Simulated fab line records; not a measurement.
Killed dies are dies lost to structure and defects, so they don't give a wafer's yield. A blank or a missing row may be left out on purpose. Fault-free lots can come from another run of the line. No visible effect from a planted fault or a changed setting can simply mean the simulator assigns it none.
The same fault as seen by 2 desks    flow sky130    what lay behind the numbers comes last; until then each desk has only its own

== AT THE TOOL OWNER'S DESK: rieSi-02 ==
The tool's own readings at SKY_FIELD_ISO_ETCH_17 (etches Si in HBr/Cl2/O2, target depth 342 nm, time 97.7 s): means of the sampled wafers that have a number, for each lot that ran on this tool. Marked OUT: a lot whose mean sits more than 4 standard deviations from the usual mean, which makes it out of limits; the brackets give that distance.
Columns: A = O2_flow_sccm at SKY_FIELD_ISO_ETCH_17, usual 6.001 sccm; B = chamberPressureMTorr at SKY_FIELD_ISO_ETCH_17, usual 15.001 mTorr; C = drypumpMotorCurrentA at SKY_FIELD_ISO_ETCH_17, usual 5.5 A; D = oesProductAu at SKY_FIELD_ISO_ETCH_17, usual 1.000 a.u.; E = rfFwdPowerW at SKY_FIELD_ISO_ETCH_17, usual 596.3 W; F = runLengthS at SKY_FIELD_ISO_ETCH_17, usual 126.1 s; G = throttleValvePct at SKY_FIELD_ISO_ETCH_17, usual 25.656 %
lot   first seen here  A      B       C    D      E      F                 G
L798  day 2 05:20      6.009  15.008  5.1  1.006  594.7  126.0             25.651
L802  day 3 01:43      6.012  14.996  5.2  1.009  597.7  126.2             25.646
L807  day 4 04:02      6.009  14.993  5.1  1.010  597.0  126.1             25.650
L809  day 4 14:46      6.001  15.006  5.1  1.007  596.3  126.2             25.652
L810  day 4 19:37      5.984  15.010  5.2  1.003  595.8  126.0             25.664
L812  day 5 08:01      6.003  15.003  5.1  0.994  597.2  128.7 (+7.9) OUT  25.652
L815  day 5 22:29      5.999  14.997  5.2  1.007  594.5  128.5 (+7.4) OUT  25.653
This desk finds L812, L815 out of limits, L812 being first, at day 5 08:01 (runLengthS at SKY_FIELD_ISO_ETCH_17). In limits: L798, L802, L807, L809, L810.

== METROLOGY DESK ==
Lot by lot, what the gauges showed, no matter which tool ran the lot: averages of those sampled wafers that carry a number. Marked OUT: a lot whose mean sits more than 4 standard deviations from the usual mean, which makes it out of limits; the brackets give that distance.
Columns: A = NWELL_TW at SKY_NWELL_TW_MEAS_15, usual 1792
lot   first seen here  A
L798  day 4 12:50      1800
L799  day 5 01:01      1794
L802  day 5 12:49      1788
L804  day 6 05:10      1785
L807  day 6 23:10      1786
L809  day 7 14:11      1784
L810  day 7 14:29      1808
L812  day 7 21:40      1784
L813  day 8 03:28      1775
L815  day 8 18:34      1782
L817  day 9 15:10      1795
L821  day 10 09:11     1801
This desk's verdict: no lot among the 12 shows anything out of limits.

== PUT TOGETHER ==
The tool owner's desk had the chance to raise an alarm at day 5 08:01 on L812, L815.
From the metrology desk's view, nothing was out of limits.
The metrology desk holds a record of L812, L815, inside its limits.
All the named lots went through SKY_FIELD_ISO_ETCH_17 on rieSi-02.

== WHAT THE SIMULATOR PUT IN ==
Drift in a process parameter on rieSi-02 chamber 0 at SKY_FIELD_ISO_ETCH_17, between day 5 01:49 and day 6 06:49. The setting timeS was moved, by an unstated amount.
Lots struck among those shown: L812, L815.
Time in hours from fault onset to the first out-of-limits reading at each desk: the tool owner's desk, 6.
